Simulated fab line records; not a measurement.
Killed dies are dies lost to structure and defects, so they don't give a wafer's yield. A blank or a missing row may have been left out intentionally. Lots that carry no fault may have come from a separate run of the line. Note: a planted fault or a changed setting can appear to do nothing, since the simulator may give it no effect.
What tool caused it? || flow sky130 || 36 wafers from 12 lots sampled at 4 of the route's 708 steps

== WHAT EACH GAUGE READ, for each wafer ==
SKY_METAL4_CD_MEAS_13: target cd 300 nm.
{"lot": "L075", "measured": "day 41 23:46", "on": "cd_sem-01", "cd_nm (nm)": "300.7 300.7 300.2"}
{"lot": "L076", "measured": "day 42 13:29", "on": "cd_sem-02", "cd_nm (nm)": "299.4 299.7 300.9"}
{"lot": "L079", "measured": "day 43 04:13", "on": "cd_sem-01", "cd_nm (nm)": "299.0 299.2 299.8"}
{"lot": "L080", "measured": "day 44 08:37", "on": "cd_sem-01", "cd_nm (nm)": "298.5 299.4 299.5"}
{"lot": "L083", "measured": "day 44 12:37", "on": "cd_sem-02", "cd_nm (nm)": "298.9 300.7 299.1"}
{"lot": "L085", "measured": "day 44 17:04", "on": "cd_sem-02", "cd_nm (nm)": "302.6 300.6 302.0"}
{"lot": "L087", "measured": "day 45 11:47", "on": "cd_sem-02", "cd_nm (nm)": "298.5 299.5 298.7"}
{"lot": "L089", "measured": "day 45 16:58", "on": "cd_sem-01", "cd_nm (nm)": "297.6 299.0 298.5"}
{"lot": "L091", "measured": "day 46 03:28", "on": "cd_sem-01", "cd_nm (nm)": "297.8 299.6 299.3"}
{"lot": "L093", "measured": "day 46 17:38", "on": "cd_sem-01", "cd_nm (nm)": "301.3 300.6 301.4"}
{"lot": "L095", "measured": "day 47 05:31", "on": "cd_sem-01", "cd_nm (nm)": "300.6 301.3 300.6"}
{"lot": "L097", "measured": "day 47 14:55", "on": "cd_sem-02", "cd_nm (nm)": "301.7 301.8 300.5"}

== TOOL THAT RAN EACH LOT (tool first, then ch and the chambers of the sampled wafers, then the start) ==
{"lot": "L075", "SKY_VIA3_SPUTTER_20": "pvd_sputter-01, day 39 21:52", "SKY_METAL4_SPUTTER_00": "pvd_sputter-04, day 39 22:32", "SKY_METAL4_SPUTTER_01": "pvd_sputter-04, day 39 22:34"}
{"lot": "L076", "SKY_VIA3_SPUTTER_20": "pvd_sputter-04, day 40 12:26", "SKY_METAL4_SPUTTER_00": "pvd_sputter-03, day 40 13:06", "SKY_METAL4_SPUTTER_01": "pvd_sputter-03, day 40 13:07"}
{"lot": "L079", "SKY_VIA3_SPUTTER_20": "pvd_sputter-03, day 41 03:19", "SKY_METAL4_SPUTTER_00": "pvd_sputter-04, day 41 03:59", "SKY_METAL4_SPUTTER_01": "pvd_sputter-04, day 41 04:01"}
{"lot": "L080", "SKY_VIA3_SPUTTER_20": "pvd_sputter-04, day 42 09:04", "SKY_METAL4_SPUTTER_00": "pvd_sputter-03, day 42 09:44", "SKY_METAL4_SPUTTER_01": "pvd_sputter-03, day 42 09:45"}
{"lot": "L083", "SKY_VIA3_SPUTTER_20": "pvd_sputter-01, day 42 13:13", "SKY_METAL4_SPUTTER_00": "pvd_sputter-03, day 42 13:53", "SKY_METAL4_SPUTTER_01": "pvd_sputter-03, day 42 13:55"}
{"lot": "L085", "SKY_VIA3_SPUTTER_20": "pvd_sputter-01, day 42 19:04", "SKY_METAL4_SPUTTER_00": "pvd_sputter-04, day 42 19:44", "SKY_METAL4_SPUTTER_01": "pvd_sputter-04, day 42 19:46"}
{"lot": "L087", "SKY_VIA3_SPUTTER_20": "pvd_sputter-03, day 43 13:13", "SKY_METAL4_SPUTTER_00": "pvd_sputter-04, day 43 13:53", "SKY_METAL4_SPUTTER_01": "pvd_sputter-04, day 43 13:55"}
{"lot": "L089", "SKY_VIA3_SPUTTER_20": "pvd_sputter-03, day 43 18:54", "SKY_METAL4_SPUTTER_00": "pvd_sputter-02, day 43 19:34", "SKY_METAL4_SPUTTER_01": "pvd_sputter-02, day 43 19:35"}
{"lot": "L091", "SKY_VIA3_SPUTTER_20": "pvd_sputter-04, day 44 07:17", "SKY_METAL4_SPUTTER_00": "pvd_sputter-03, day 44 07:58", "SKY_METAL4_SPUTTER_01": "pvd_sputter-03, day 44 07:59"}
{"lot": "L093", "SKY_VIA3_SPUTTER_20": "pvd_sputter-04, day 44 23:10", "SKY_METAL4_SPUTTER_00": "pvd_sputter-03, day 44 23:50", "SKY_METAL4_SPUTTER_01": "pvd_sputter-03, day 44 23:52"}
{"lot": "L095", "SKY_VIA3_SPUTTER_20": "pvd_sputter-04, day 45 11:23", "SKY_METAL4_SPUTTER_00": "pvd_sputter-04, day 45 12:04", "SKY_METAL4_SPUTTER_01": "pvd_sputter-04, day 45 12:05"}
{"lot": "L097", "SKY_VIA3_SPUTTER_20": "pvd_sputter-03, day 45 20:35", "SKY_METAL4_SPUTTER_00": "pvd_sputter-04, day 45 21:15", "SKY_METAL4_SPUTTER_01": "pvd_sputter-04, day 45 21:16"}
- SKY_VIA3_SPUTTER_20: material TiN, target thk 20 nm, time 83.35 s.
- SKY_METAL4_SPUTTER_00: material Ti, target thk 15 nm, time 10 s.
- SKY_METAL4_SPUTTER_01: material TiN, target thk 20 nm, time 16.7 s.

== THE ANSWER, worked out from the rows above alone ==
Rule: what is usual is taken from the lots themselves. Put in order of their means at a reading, lots are off if they are a third of the lots or fewer, leave a main group of 4 or more, and stand apart from it by a gap of 3 or more times the standard deviation of the main group's means; of several such gaps the widest counts. The tables above print the reading to a certain number of digits; a main group whose means all agree to those digits is not used. Also off: a lot with no number at a reading for which 4 or more lots have one. Any other lot the step has rows for is counted as sound.
Across all readings shown, no lot is off: no conclusion can be drawn from this.

== WHAT THE SIMULATOR PUT IN ==
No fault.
